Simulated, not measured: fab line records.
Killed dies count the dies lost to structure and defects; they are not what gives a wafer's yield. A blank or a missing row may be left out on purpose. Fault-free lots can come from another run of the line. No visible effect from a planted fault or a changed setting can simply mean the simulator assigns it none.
Matching of chambers / flow gf180mcu / 4 sister chambers for GF_STI_CMP_25 on cmp-02
The step polishes, stops on Si3N4, t overpolish 33 s, target thk 524.6 nm. 8 wafers are shown with their chamber, then 12 later ones without.

== WAFERS, EACH WITH ITS CHAMBER ==
wafer=L087.3; chamber=1; motor-current-A (A)=11.9; time-to-endpoint-s (s)=125
wafer=L087.6; chamber=3; motor-current-A (A)=10.2; time-to-endpoint-s (s)=124
wafer=L090.2; chamber=0; motor-current-A (A)=10.5; time-to-endpoint-s (s)=131
wafer=L090.3; chamber=2; motor-current-A (A)=12.3; time-to-endpoint-s (s)=127
wafer=L090.6; chamber=0; motor-current-A (A)=11.1; time-to-endpoint-s (s)=129
wafer=L091.3; chamber=3; motor-current-A (A)=10.9; time-to-endpoint-s (s)=136
wafer=L091.5; chamber=1; motor-current-A (A)=12.9; time-to-endpoint-s (s)=129
wafer=L091.6; chamber=2; motor-current-A (A)=12.6; time-to-endpoint-s (s)=129

== WAFERS MISSING THEIR CHAMBER ==
wafer=L094.1; motor-current-A (A)=12.4; time-to-endpoint-s (s)=127
wafer=L094.2; motor-current-A (A)=12.6; time-to-endpoint-s (s)=128
wafer=L094.4; motor-current-A (A)=10.9; time-to-endpoint-s (s)=133
wafer=L095.1; motor-current-A (A)=12.2; time-to-endpoint-s (s)=130
wafer=L095.4; motor-current-A (A)=11.2; time-to-endpoint-s (s)=132
wafer=L095.5; motor-current-A (A)=11.9; time-to-endpoint-s (s)=126
wafer=L096.2; motor-current-A (A)=11.0; time-to-endpoint-s (s)=127
wafer=L096.4; motor-current-A (A)=12.9; time-to-endpoint-s (s)=125
wafer=L096.5; motor-current-A (A)=12.3; time-to-endpoint-s (s)=129
wafer=L097.1; motor-current-A (A)=12.5; time-to-endpoint-s (s)=127
wafer=L097.2; motor-current-A (A)=12.6; time-to-endpoint-s (s)=127
wafer=L097.3; motor-current-A (A)=11.1; time-to-endpoint-s (s)=128

== THE CHAMBER EACH PASSED THROUGH ==
wafer=L094.1; from the rows above=can't be placed: 1 or 2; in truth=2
wafer=L094.2; from the rows above=can't be placed: 2 or 1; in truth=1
wafer=L094.4; from the rows above=can't be placed: 0 or 3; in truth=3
wafer=L095.1; from the rows above=can't be placed: 2 or 1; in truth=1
wafer=L095.4; from the rows above=can't be placed: 0 or 3 or 1 or 2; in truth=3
wafer=L095.5; from the rows above=can't be placed: 1 or 2 or 0 or 3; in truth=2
wafer=L096.2; from the rows above=can't be placed: 0 or 3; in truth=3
wafer=L096.4; from the rows above=can't be placed: 1 or 2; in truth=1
wafer=L096.5; from the rows above=can't be placed: 2 or 1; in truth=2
wafer=L097.1; from the rows above=can't be placed: 1 or 2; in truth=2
wafer=L097.2; from the rows above=can't be placed: 2 or 1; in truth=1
wafer=L097.3; from the rows above=can't be placed: 0 or 3 or 1 or 2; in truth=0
Correct placement for 0 of the 12. From these rows, 12 cannot be placed; in 12 the true chamber is one of the candidates. Placed wrongly: 0.
How it was worked out, from the rows above alone: a wafer's distance from a chamber is the root of the sum, over the readings, of the square of ((its reading less the chamber's mean) divided by the reading's scatter). The wafer belongs to the nearest chamber; if the next one is less than 2 further off, it can't be placed. Each chamber's mean is taken over the wafers shown for it. The scatter: the root of (the sum of the squares of (reading less its chamber's mean) over the shown wafers, divided by (wafers less chambers)).
